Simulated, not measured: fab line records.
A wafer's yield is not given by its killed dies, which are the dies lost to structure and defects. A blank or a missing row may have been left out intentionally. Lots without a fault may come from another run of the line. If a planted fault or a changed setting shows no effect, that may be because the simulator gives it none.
fab line records    flow gf180mcu
record lots=5  wafers=15  last-day=34
route steps=602 shown M3@413
lots untouched by any fault: they come from a run of this same line in which no faults occurred
start-h: the number of hours between the record's first day and the start of the first shown wafer of the lot    wait-h: hours from the lot's prior step to this one    " same as the row above    L1.1+2: a row that stands for several wafers    - either no value or no given start    * or withheld: withheld    < > ~ a bound
route shown NAME@n: names a module that has steps shown in the file, with the first one's number in the route    usual: mean/standard deviation of fault-free wafers    same: alike in all rows    chamber/n: place in a boat    sites: each site's reading    _std_site: the standard deviation of these    _edge_site: outer sites' mean less inner sites'    radius-mm: how far each site lies from the wafer's centre    mask NAME#n: copy n    behind: the last tool/chamber to shape the wafer    hold: why the lot was held/for how many hours/how that ended    device: the n, p or np transistor that did not switch    end of line: at the end of the route, the tests of the same wafers    for a step that has no rows: nothing shown but its recipe    killed: dies lost to structure and defects at the first sort, not the wafer's yield    map: a wafer's dies, marking killed ones x, the rest . and places with no die _
set.NAME: setting as actually run; set.NAME@STEP: the setting as run at that earlier step    model.NAME: the simulator's own value behind a step, which no gauge read
a table for each step, a row for each wafer; lots at some steps of the route
services: from which hour (start-h, from the record's first day; less than 0 if before it) a tool's chamber was out of use, for how many hours, and why
## steps
# step GF_M3_SPUTTER_04
# recipe material=TiN  target-thk-nm=50  power-w=6500  time-s=41.7  chamber-pressure-pa=0.4
# usual throttle-valve-pct=30.1/1.1
lot.wafer  tool            chamber  start-h  wait-h  throttle-valve-pct
L297.1     pvd-sputter-02  -        518.28   0.0     27.2
L297.2     "               -        "        "       31.9
L297.6     "               -        "        "       29.9
L302.1     pvd-sputter-01  -        559.31   0.0     30.4
L302.3     "               -        "        "       30.0
L302.6     "               -        "        "       31.4
L309.2     pvd-sputter-03  -        621.07   0.0     29.4
L309.4     "               -        "        "       29.6
L309.6     "               -        "        "       31.5
L310.1     pvd-sputter-02  -        634.28   0.0     29.9
L310.4     "               -        "        "       31.5
L310.6     "               -        "        "       31.5
L314.1     pvd-sputter-03  -        656.97   0.0     29.8
L314.5     "               -        "        "       29.2
L314.6     "               -        "        "       31.0
# step GF_M3_RS_MEAS_05
# recipe thk-meas-gauge=four-point-probe  reads=TiN_of_M3_SPUTTER_04+Ti_of_M3_SPUTTER_03+AlCu_of_M3_SPUTTER_02+TiN_of_M3_SPUTTER_01+Ti_of_M3_SPUTTER_00
# usual M3_ALCU_RS=0.0696/0.00077
lot.wafer  tool           chamber  start-h  wait-h  M3_ALCU_RS[ohm/sq]
L297.1     film-metro-03  -        518.32   0.0     0.0693
L297.2     "              -        "        "       0.0683
L297.6     "              -        "        "       0.0698
L302.1     film-metro-02  -        559.35   0.0     0.0693
L302.3     "              -        "        "       0.0703
L302.6     "              -        "        "       0.0701
L309.2     film-metro-04  -        621.13   0.0     0.0692
L309.4     "              -        "        "       0.0692
L309.6     "              -        "        "       0.0693
L310.1     film-metro-02  -        634.32   0.0     0.0691
L310.4     "              -        "        "       0.0677
L310.6     "              -        "        "       0.0683
L314.1     film-metro-02  -        657.01   0.0     0.0705
L314.5     "              -        "        "       0.0700
L314.6     "              -        "        "       0.0711
# step GF_M3_THK_MEAS_06
# recipe thk-meas-gauge=xrf  reads=AlCu_of_M3_SPUTTER_02
# usual M3_ALCU_THK=456/5.3
lot.wafer  tool           chamber  start-h  wait-h  M3_ALCU_THK[nm]
L297.1     film-metro-03  -        518.44   0.1     460
L297.2     "              -        "        "       462
L297.6     "              -        "        "       454
L302.1     film-metro-02  -        559.47   0.1     458
L302.3     "              -        "        "       451
L302.6     "              -        "        "       451
L309.2     film-metro-04  -        621.24   0.1     462
L309.4     "              -        "        "       460
L309.6     "              -        "        "       459
L310.1     film-metro-02  -        634.44   0.1     458
L310.4     "              -        "        "       468
L310.6     "              -        "        "       467
L314.1     film-metro-02  -        657.13   0.1     451
L314.5     "              -        "        "       455
L314.6     "              -        "        "       445
# step GF_M3_DEHYDRATE_07
# recipe temp-c=200  time-s=60
# step GF_M3_HMDS_08
# recipe prime-time-s=60  prime-temp-c=120
# step GF_M3_COAT_09
# recipe resist=KrF  spin-rpm=withheld  resist-thk-nm=1000
# step GF_M3_SOFTBAKE_10
# recipe temp-c=130  time-s=60  resist=KrF
# step GF_M3_EXPOSE_11
# recipe mask-id=Metal3  target-cd-nm=280  na=0.68  source-shape=conventional  sigma-outer=0.6  dose-mj=28
# step GF_M3_PEB_12
# recipe peb-temp-c=135  peb-time-s=90  resist=KrF
# step GF_M3_DEVELOP_13
# recipe develop-time-s=60  dev-temp-c=21
# step GF_M3_CD_MEAS_14
# recipe target-cd-nm=280
# usual cd-nm=280.1/0.87
lot.wafer  tool       chamber  start-h  wait-h  cd-nm
L297.1     cd-sem-02  -        540.22   0.1     279.6
L297.2     "          -        "        "       279.3
L297.6     "          -        "        "       279.5
L302.1     cd-sem-01  -        581.38   0.1     280.6
L302.3     "          -        "        "       280.9
L302.6     "          -        "        "       280.2
L309.2     cd-sem-02  -        641.62   0.1     281.6
L309.4     "          -        "        "       282.7
L309.6     "          -        "        "       280.7
L310.1     cd-sem-02  -        654.12   0.1     280.6
L310.4     "          -        "        "       280.8
L310.6     "          -        "        "       280.9
L314.1     cd-sem-01  -        675.83   0.1     279.5
L314.5     "          -        "        "       279.0
L314.6     "          -        "        "       279.3
# step GF_M3_OVL_MEAS_15
# usual M3_OVL=4/4.8
lot.wafer  tool        chamber  start-h  wait-h  M3_OVL[nm]
L297.1     overlay-02  -        540.34   0.1     5
L297.2     "           -        "        "       0
L297.6     "           -        "        "       -1
L302.1     overlay-02  -        581.50   0.1     4
L302.3     "           -        "        "       3
L302.6     "           -        "        "       12
L309.2     overlay-01  -        641.73   0.1     7
L309.4     "           -        "        "       8
L309.6     "           -        "        "       9
L310.1     overlay-01  -        654.24   0.1     9
L310.4     "           -        "        "       15
L310.6     "           -        "        "       7
L314.1     overlay-02  -        675.95   0.1     10
L314.5     "           -        "        "       10
L314.6     "           -        "        "       -2
# step GF_M3_METAL_ETCH_16
# recipe chemistry=Cl2/BCl3  mask-material=KrF  target-depth-nm=750.8  stop-on=SiO2  pressure-mtorr=8  icp-w=800  bias-w=140  Cl2_flow_sccm=80  bcl3-flow-sccm=40  time-s=125.1
# usual drypump-motor-current-A=5.6/0.38  oes-product-au=0.991/0.0071  throttle-valve-pct=28.230/0.012
lot.wafer  tool          chamber  start-h  wait-h  drypump-motor-current-A  oes-product-au  rf-hours-counter-h  throttle-valve-pct  model.KrF_of_M3_COAT_09.thk-nm
L297.1     rie-metal-01  1        540.37   0.0     6.0                      0.994           9                   28.253              684.2
L297.2     "             0        "        "       5.8                      0.997           2                   28.223              683.1
L297.6     "             0        "        "       5.9                      0.990           -                   28.224              686.2
L302.1     rie-metal-03  0        581.54   0.0     6.0                      1.002           10                  28.204              562.3
L302.3     "             1        "        "       5.0                      0.987           -                   28.219              676.7
L302.6     "             0        "        "       6.0                      1.000           -                   28.232              560.5
L309.2     rie-metal-04  1        641.76   0.0     5.6                      0.980           14                  28.240              697
L309.4     "             0        "        "       5.4                      0.998           -                   28.210              685.4
L309.6     "             1        "        "       5.6                      0.972           -                   28.252              697.8
L310.1     rie-metal-01  1        654.27   0.0     6.0                      0.989           12                  28.241              686.2
L310.4     "             0        "        "       5.9                      0.991           -                   28.218              685.9
L310.6     "             0        "        "       5.8                      0.993           -                   28.234              684.3
L314.1     rie-metal-03  0        675.99   0.0     6.0                      0.994           14                  28.245              692.9
L314.5     "             0        "        "       6.0                      0.984           -                   28.237              690.7
L314.6     "             1        "        "       5.0                      0.998           -                   28.220              678.9
# step GF_M3_STRIP_17
# recipe chemistry=O2/N2  power-w=1400  pressure-mtorr=1500  platen-temp-c=250  o2-flow-sccm=3000  n2-flow-sccm=300  overash-fraction=0.5
# usual drypump-motor-current-A=6.08/0.22  heater-power-w=341/23  oes-product-au=0.537/0.0052  strip-time-to-endpoint-s=7.39/0.061
lot.wafer  tool             chamber  start-h  wait-h  drypump-motor-current-A  heater-power-w  oes-product-au  rf-hours-counter-h  strip-time-to-endpoint-s
L297.1     plasma-asher-04  1        540.50   0.1     6.19                     309             0.532           12                  7.37
L297.2     "                0        "        "       5.86                     351             0.536           12                  7.35
L297.6     "                0        "        "       5.84                     360             0.542           -                   7.40
L302.1     plasma-asher-04  1        581.67   0.1     6.21                     314             0.488           15                  6.17
L302.3     "                0        "        "       5.84                     355             0.533           -                   7.30
L302.6     "                1        "        "       6.23                     307             0.492           -                   6.15
L309.2     plasma-asher-03  1        641.88   0.1     6.33                     381             0.546           56                  7.52
L309.4     "                0        "        "       5.72                     328             0.535           -                   7.40
L309.6     "                1        "        "       6.37                     368             0.532           -                   7.51
L310.1     plasma-asher-04  1        654.40   0.1     6.21                     309             0.537           23                  7.42
L310.4     "                1        "        "       6.25                     305             0.524           -                   7.39
L310.6     "                0        "        "       5.81                     364             0.543           -                   7.39
L314.1     plasma-asher-02  0        676.11   0.1     6.24                     339             0.546           89                  7.47
L314.5     "                0        "        "       6.26                     345             0.539           -                   7.45
L314.6     "                1        "        "       6.13                     334             0.541           -                   7.34
# step GF_M3_STRIP_18
# recipe chemistry=post-etch-residue-remover  time-s=1200  temp-c=72.5
## services
tool             chamber  start-h  hours  kind
plasma-asher-02  -        498.68   1.3    repair
plasma-asher-04  -        510.31   9.6    repair
plasma-asher-03  -        515.50   14.6   pm
pvd-sputter-02   1        518.32   -      consumable-replace:kit
pvd-sputter-02   1        518.32   18.0   scheduled-down
pvd-sputter-02   1        518.32   18.0   vent-cycle
plasma-asher-04  -        552.58   4.7    repair
pvd-sputter-02   -        553.83   7.9    repair
pvd-sputter-02   -        555.99   1.7    repair
plasma-asher-04  -        566.68   2.8    pm
pvd-sputter-01   -        571.19   80.4   repair
rie-metal-04     1        579.71   3.9    repair
plasma-asher-03  -        592.35   1.5    repair
pvd-sputter-03   -        600.12   2.1    repair
pvd-sputter-01   -        638.99   6.8    repair
rie-metal-01     -        641.18   10.0   pm
pvd-sputter-02   0        641.35   -      consumable-replace:kit
pvd-sputter-02   0        641.35   18.0   scheduled-down
pvd-sputter-02   0        641.35   18.0   vent-cycle
pvd-sputter-03   3        645.89   -      consumable-replace:kit
pvd-sputter-03   3        645.89   18.0   scheduled-down
rie-metal-04     -        652.96   4.3    pm
pvd-sputter-01   -        661.86   2.3    repair
pvd-sputter-03   -        666.79   4.2    repair
## key
first-sign step=GF_M3_STRIP_17  reading=strip-time-to-endpoint-s  direction=down  sigmas=20  usual=*  struck=*
effect step=GF_M3_STRIP_17  reading=oes-product-au  direction=down  sigmas=9.1  usual=0.537  struck=0.490
model-effect step=GF_M3_METAL_ETCH_16  value=KrF_of_M3_COAT_09.thk-nm  without=685.5  struck=561.4
met-at GF_M3_METAL_ETCH_16
struck-wafers L302.1,L302.6
fault kind=process-parameter-drift  tool=rie-metal-03  chamber=-  onset-h=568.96  steps=GF_M3_METAL_ETCH_16  channel=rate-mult  offset=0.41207  shape=step  end-h=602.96  scope=struck-wafers-only
